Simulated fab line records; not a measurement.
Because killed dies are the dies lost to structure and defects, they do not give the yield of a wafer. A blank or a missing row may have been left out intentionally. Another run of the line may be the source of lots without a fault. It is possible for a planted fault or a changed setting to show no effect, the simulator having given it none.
fab line records    flow gf180mcu    part 2 of 2: steps 30 to 42 of 42
[record] lots = 5  wafers = 15  last_day = 34
route steps=602 shown STI@14 DNWELL@32 NWELL@42 LVPWELL@54
lots that met no fault: taken from a fault-free run of the same line
start_h: hours from the record's opening day to when the first of the lot's shown wafers began    wait_h: hours elapsed since this lot's preceding step    " identical to the entry in the row above    L1.1+2: a single row standing in for several wafers    - no value present, or no start provided    * or withheld: withheld    < > ~ a bound
route shown NAME@n: names a module that has steps shown in the file, with the first one's number in the route    usual: the fault-free wafers' mean and standard deviation    same: alike in all rows    chamber/n: place in a boat    sites: per-site readings    _std_site: standard deviation of those values    _edge_site: the outer-site mean with the inner-site mean subtracted    radius_mm: how far each site lies from the wafer's centre    mask NAME#n: copy n    behind: the tool/chamber that last shaped the wafer    hold: the reason the lot was held/the length of the hold in hours/how it ended    device: the n, p or np transistor that did not switch    end of line: tests run on the same wafers once the route is complete    a step with no rows: only its recipe    killed: dies that structure and defects cost at the first sort, which is not the same as the wafer's yield    map: dies across one wafer; x = killed, . = not, _ = none there
set.NAME: the setting as run; set.NAME@STEP: as run at that earlier step    model.NAME: the simulator's own value behind a step, which no gauge read
lots seen at some steps along the route; tables by step, rows by wafer
services: a tool's chamber out of use, with start hour (start_h, from the record's first day; less than 0 if before it), hours out, and reason
[[steps]]
[step GF_NWELL_HMDS_01]
[recipe] prime_time_s = 60  prime_temp_c = 120
[same] prime_time_s = 60
lot.wafer   tool            chamber  start_h  wait_h
L074.2+3+5  litho_track-03  0        48.57    0.1
L075.1+2+5  litho_track-04  0        53.90    0.1
L082.2+3+6  litho_track-03  0        93.27    0.1
L085.3+5+6  litho_track-03  0        107.39   0.1
L096.3+4+6  litho_track-03  0        167.19   0.1
[step GF_NWELL_COAT_02]
[recipe] spin_rpm = 2000  resist_thk_nm = 3000
lot.wafer   tool            chamber  start_h  wait_h
L074.2+3+5  litho_track-03  0        48.72    0.1
L075.1+2+5  litho_track-04  0        54.05    0.1
L082.2+3+6  litho_track-03  0        93.42    0.1
L085.3+5+6  litho_track-03  0        107.54   0.1
L096.3+4+6  litho_track-03  0        167.34   0.1
[step GF_NWELL_SOFTBAKE_03]
[recipe] temp_c = 110  time_s = withheld
lot.wafer   tool            chamber  start_h  wait_h
L074.2+3+5  litho_track-03  0        48.88    0.1
L075.1+2+5  litho_track-04  0        54.20    0.1
L082.2+3+6  litho_track-03  0        93.58    0.1
L085.3+5+6  litho_track-03  0        107.71   0.1
L096.3+4+6  litho_track-03  0        167.51   0.1
[step GF_NWELL_EXPOSE_04]
[recipe] mask_id = Nwell  target_cd_nm = 860  na = 0.6  source_shape = conventional  sigma_outer = 0.6  dose_mj = 260
lot.wafer   tool              chamber  start_h  wait_h  mask
L074.2+3+5  iline_stepper-01  0        -        -       Nwell#0
L075.1+2+5  iline_stepper-01  0        -        -       Nwell#0
L082.2+3+6  iline_stepper-01  0        -        -       Nwell#0
L085.3+5+6  iline_stepper-02  0        -        -       Nwell#0
L096.3+4+6  iline_stepper-02  0        -        -       Nwell#0
[step GF_NWELL_PEB_05]
[recipe] temp_c = 115  time_s = withheld
lot.wafer   tool            chamber  start_h  wait_h
L074.2+3+5  litho_track-03  0        -        -
L075.1+2+5  litho_track-04  0        -        -
L082.2+3+6  litho_track-03  0        -        -
L085.3+5+6  litho_track-03  0        -        -
L096.3+4+6  litho_track-03  0        -        -
[step GF_NWELL_DEVELOP_06]
[recipe] wall_angle_deg = 90  develop_time_s = 60  dev_temp_c = 23
lot.wafer   tool            chamber  start_h  wait_h
L074.2+3+5  litho_track-03  0        -        -
L075.1+2+5  litho_track-04  0        -        -
L082.2+3+6  litho_track-03  0        -        -
L085.3+5+6  litho_track-03  0        -        -
L096.3+4+6  litho_track-03  0        -        -
[step GF_NWELL_OVL_MEAS_07]
[usual] NWELL_OVL = -0.8/1.3
lot.wafer  tool        chamber  start_h  wait_h  NWELL_OVL[nm]
L074.2     overlay-01  -        55.00    -       -2.0
L074.3     "           -        "        "       -2.4
L074.5     "           -        "        "       -2.0
L075.1     overlay-01  -        60.35    -       -1.9
L075.2     "           -        "        "       -0.8
L075.5     "           -        "        "       -0.7
L082.2     overlay-01  -        100.85   -       -2.4
L082.3     "           -        "        "       -2.0
L082.6     "           -        "        "       -1.8
L085.3     overlay-02  -        115.25   -       0.2
L085.5     "           -        "        "       0.6
L085.6     "           -        "        "       0.7
L096.3     overlay-02  -        175.85   -       2.7
L096.4     "           -        "        "       1.5
L096.6     "           -        "        "       1.4
[step GF_NWELL_IMPLANT_08]
[recipe] species = P  energy_kev = 450  dose_cm2 = 1.5e+13  tilt_deg = 0
[usual] faraday_current_uA = 84.4/1.8
[same] implant_ion_amu = 31
lot.wafer  tool          chamber  start_h  wait_h  faraday_current_uA
L074.2     implanter-01  0        55.05    0.0     83.5
L074.3     "             0        "        "       83.0
L074.5     "             0        "        "       84.6
L075.1     implanter-03  0        60.39    0.0     85.6
L075.2     "             0        "        "       82.8
L075.5     "             0        "        "       84.8
L082.2     implanter-01  0        100.90   0.0     87.6
L082.3     "             0        "        "       82.8
L082.6     "             0        "        "       85.2
L085.3     implanter-02  0        115.33   0.1     84.5
L085.5     "             0        "        "       84.4
L085.6     "             0        "        "       87.3
L096.3     implanter-01  0        175.93   0.1     83.7
L096.4     "             0        "        "       81.2
L096.6     "             0        "        "       82.1
[step GF_NWELL_IMPLANT_09]
[recipe] species = P  energy_kev = 160  dose_cm2 = 4e+12  tilt_deg = 0
[usual] faraday_current_uA = 22.6/0.52
[same] implant_ion_amu = 31
lot.wafer  tool          chamber  start_h  wait_h  faraday_current_uA
L074.2     implanter-01  0        55.20    0.1     22.5
L074.3     "             0        "        "       22.7
L074.5     "             0        "        "       22.0
L075.1     implanter-03  0        60.54    0.1     22.7
L075.2     "             0        "        "       21.6
L075.5     "             0        "        "       23.7
L082.2     implanter-01  0        101.05   0.1     22.1
L082.3     "             0        "        "       23.1
L082.6     "             0        "        "       23.1
L085.3     implanter-02  0        115.48   0.1     23.0
L085.5     "             0        "        "       22.6
L085.6     "             0        "        "       21.1
L096.3     implanter-01  0        176.08   0.1     22.4
L096.4     "             0        "        "       22.5
L096.6     "             0        "        "       22.6
[step GF_NWELL_STRIP_10]
[recipe] chemistry = O2/N2  power_w = 1400  pressure_mtorr = 1500  platen_temp_c = 250  o2_flow_sccm = 3000  n2_flow_sccm = 300  overash_fraction = 0.5
[usual] drypump_motor_current_A = 5.5/0.48  heater_power_w = 325/17  oes_product_au = 0.722/0.0044  strip_time_to_endpoint_s = 36.95/0.12
lot.wafer  tool             chamber  start_h  wait_h  drypump_motor_current_A  heater_power_w  oes_product_au  rf_hours_counter_h  strip_time_to_endpoint_s
L074.2     plasma_asher-01  1        55.33    0.1     5.3                      356             0.726           43                  37.03
L074.3     "                0        "        "       5.2                      320             0.721           -                   37.07
L074.5     "                1        "        "       5.4                      349             0.722           -                   37.19
L075.1     plasma_asher-01  0        60.69    0.1     5.3                      318             0.722           43                  36.97
L075.2     "                1        "        "       5.3                      359             0.725           43                  36.94
L075.5     "                1        "        "       5.3                      353             0.720           -                   36.92
L082.2     plasma_asher-04  0        101.18   0.1     5.7                      325             0.716           44                  36.92
L082.3     "                1        "        "       4.9                      324             0.722           -                   36.87
L082.6     "                1        "        "       4.9                      334             0.718           -                   36.84
L085.3     plasma_asher-04  0        115.61   0.1     5.7                      330             0.717           -                   36.98
L085.5     "                0        "        "       5.7                      323             0.717           -                   37.07
L085.6     "                1        "        "       4.9                      331             0.722           -                   36.89
L096.3     plasma_asher-01  0        176.21   0.1     5.3                      310             0.726           -                   37.15
L096.4     "                1        "        "       5.3                      345             0.723           -                   36.96
L096.6     "                1        "        "       5.3                      351             0.720           -                   37.11
[step GF_NWELL_TW_MEAS_11]
[usual] NWELL_TW = 1561/12
lot.wafer  tool           chamber  start_h  wait_h  NWELL_TW
L074.2     film_metro-02  -        55.44    0.1     1572
L074.3     "              -        "        "       1571
L074.5     "              -        "        "       1570
L075.1     film_metro-04  -        60.79    0.1     1541
L075.2     "              -        "        "       1548
L075.5     "              -        "        "       1546
L082.2     film_metro-04  -        101.29   0.1     1548
L082.3     "              -        "        "       1541
L082.6     "              -        "        "       1554
L085.3     film_metro-02  -        115.70   0.1     1578
L085.5     "              -        "        "       1565
L085.6     "              -        "        "       1562
L096.3     film_metro-02  -        176.30   0.1     1570
L096.4     "              -        "        "       1574
L096.6     "              -        "        "       1562
[step GF_LVPWELL_DEHYDRATE_00]
[recipe] temp_c = 200  time_s = 60
lot.wafer   tool            chamber  start_h  wait_h
L074.2+3+5  litho_track-03  0        61.27    5.8
L075.1+2+5  litho_track-04  0        66.75    6.0
L082.2+3+6  litho_track-03  0        107.87   6.6
L085.3+5+6  litho_track-03  0        122.64   6.9
L096.3+4+6  litho_track-02  0        183.68   7.4
[step GF_LVPWELL_HMDS_01]
[recipe] prime_time_s = 60  prime_temp_c = 120
[same] prime_time_s = 60
lot.wafer   tool            chamber  start_h  wait_h
L074.2+3+5  litho_track-03  0        61.42    0.1
L075.1+2+5  litho_track-04  0        66.90    0.1
L082.2+3+6  litho_track-03  0        108.02   0.1
L085.3+5+6  litho_track-03  0        122.79   0.1
L096.3+4+6  litho_track-02  0        183.83   0.1
[[services]]
tool              chamber  start_h  hours  kind
cmp-01            -        2.10     2.2    repair
cmp-01            -        7.00     4.3    repair
iline_stepper-01  -        15.60    2.1    pm
cmp-01            -        17.41    0.7    repair
cmp-01            -        21.77    0.4    repair
rie_si-01         -        30.85    28.1   pm
iline_stepper-02  -        36.91    1.7    pm
cmp-01            -        36.98    0.6    repair
hdpcvd-02         -        38.81    1.7    repair
wet_bench-02      -        44.30    3.1    repair
wet_bench-03      -        44.94    3.8    repair
plasma_asher-04   -        45.27    0.4    repair
implanter-01      -        46.48    1.2    repair
implanter-02      -        48.62    1.6    repair
furnace-02        -        60.06    3.5    pm
cmp-01            -        64.19    4.0    pm
cmp-01            -        76.18    1.6    repair
furnace-02        -        96.51    3.7    pm
plasma_asher-01   -        108.75   9.0    pm
plasma_asher-04   -        126.91   14.6   pm
furnace-02        -        136.85   3.4    pm
plasma_asher-04   -        146.78   2.7    repair
plasma_asher-01   -        163.62   6.3    repair
wet_bench-03      -        175.06   1.9    repair
